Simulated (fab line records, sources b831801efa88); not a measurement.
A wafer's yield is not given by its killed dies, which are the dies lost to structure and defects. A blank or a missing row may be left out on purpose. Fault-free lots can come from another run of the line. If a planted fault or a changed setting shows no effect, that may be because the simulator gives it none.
Struck lot and sound lot, side by side | flow sky130 | 17 out of 708 route steps
Sound: these wafers, L178.1, L178.5, L178.6. The struck wafers were L186.1, L186.2, L186.4. The cause comes at the end.
Each step with rows lists, per side, the tool, then ch with its chambers, then its first start. Under that, the readings that differ: sound wafers | struck wafers | difference of the means | sigmas: that difference in standard deviations of wafers without a fault.
alike: a reading whose means differ by less than 2 such deviations, as well as words and numbers matching on both sides. not compared: withheld readings; readings where some wafer has no value; bounds like >300 that might hide an equal value; numbers whose values overlap and for which the record gives no deviation.
The two part at a step that has a row with sigmas, a row that says differs or no value, or rows on one side only. Numbers that don't overlap but have no deviation are shown without sigmas and don't part them. A reading missing from all wafers of one side parts the sides only when that side holds two or more wafers.

SKY_LI_CONTACT_CMP_02: polishes PSG.
  sound on cmp-01 ch 1,2,3, day 28 06:40; struck on cmp-02 ch 1,2,3, day 30 13:47
  alike: motor-current-A, time-to-endpoint-s
SKY_LI_CONTACT_BOW_MEAS_03:
  sound on film-metro-04 at day 28 06:52; struck on film-metro-04 at day 30 14:05
  alike: LI_CONTACT_BOW
then, 8 steps without rows for these wafers: SKY_LI_CONTACT_DEHYDRATE_04 (time 60 s); SKY_LI_CONTACT_HMDS_05 (prime time 60 s); SKY_LI_CONTACT_COAT_06 (resist thk 60 nm); SKY_LI_CONTACT_COAT_07 (resist thk 450 nm); SKY_LI_CONTACT_SOFTBAKE_08 (time 90 s); SKY_LI_CONTACT_EXPOSE_09 (exposes mask LICM1, target cd 170 nm); SKY_LI_CONTACT_PEB_10; SKY_LI_CONTACT_DEVELOP_11 (develop time 60 s).
SKY_LI_CONTACT_CD_MEAS_12: target cd 170 nm.
  sound on cd-sem-01 at day 29 11:28; struck on cd-sem-01 at day 31 18:28
  alike: cd-nm
SKY_LI_CONTACT_OVL_MEAS_13:
  sound on overlay-02 at day 29 11:35; struck on overlay-01 at day 31 18:35
  alike: LI_CONTACT_OVL
SKY_LI_CONTACT_ETCH_14: etches BARC in N2/H2, stops on SiO2, time 44.67 s, target depth 60 nm.
  sound on rie-diel-03 ch 0,2,3, day 29 11:37; struck on rie-diel-04 ch 0,1,3, day 31 18:37
  no value came back on the struck wafers for any of 5 readings (bias-w (W), chamber-pressure-mTorr (mTorr) and others); on the sound wafers bias-w (W) reads 99.69 100.32 100.16
  reading                                           | sound             | struck          | difference | sigmas
  model.KrF-thick_of_LI_CONTACT_COAT_07.thk-nm (nm) | 394.8 394.4 395.4 | 437 435.4 436.6 | +41        |
  not compared: rf-hours-counter-h
SKY_LI_CONTACT_ETCH_15: etches PSG in C4F8/O2/Ar, stops on Si, target depth 600 nm.
  sound on rie-diel-03 ch 0,2,3, day 29 11:40; struck on rie-diel-04 ch 0,1,3, day 31 18:40
  reading                                           | sound             | struck            | difference | sigmas
  oes-product-au (a.u.)                             | 0.844 0.831 0.836 | 0.379 0.384 0.376 | -0.457     | -99 or more
  model.KrF-thick_of_LI_CONTACT_COAT_07.thk-nm (nm) | 235.7 231.2 232.3 | 278.2 279.1 275.4 | +44.5      |
  alike: bias-w, chamber-pressure-mTorr
SKY_LI_CONTACT_STRIP_16: strips in O2/N2.
  sound on plasma-asher-03 ch 0,1, day 29 11:45; struck on plasma-asher-03 ch 0,1, day 31 18:45
  reading                      | sound             | struck            | difference | sigmas
  oes-product-au (a.u.)        | 0.379 0.378 0.375 | 0.393 0.399 0.405 | +0.022     | +4
  strip-time-to-endpoint-s (s) | 3.53 3.49 3.50    | 4.00 3.99 3.95    | +0.47      | +14
  alike: drypump-motor-current-A
  not compared: rf-hours-counter-h
then, 1 step without rows for these wafers: SKY_LI_CONTACT_CLEAN_17 (cleans in NMP, time 600 s).
-- record jumps: 16 days separate the struck wafers' starts on either side; left off in module LI_CONTACT, taken up again in module PAD_OPEN, whose first shown step is the route's number 708 --
SKY_PAD_OPEN_PROBE_99:
  only the struck wafers here have rows in the record (prober-02, day 47 19:57); the sound ones have none

== WHERE THEY PART ==
Earliest at SKY_LI_CONTACT_ETCH_14; latest, in this record, at SKY_PAD_OPEN_PROBE_99.

WHY: what the simulator had put in
Step skipped in full: rie-diel-04, at SKY_LI_CONTACT_ETCH_14, from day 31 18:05 onward. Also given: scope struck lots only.
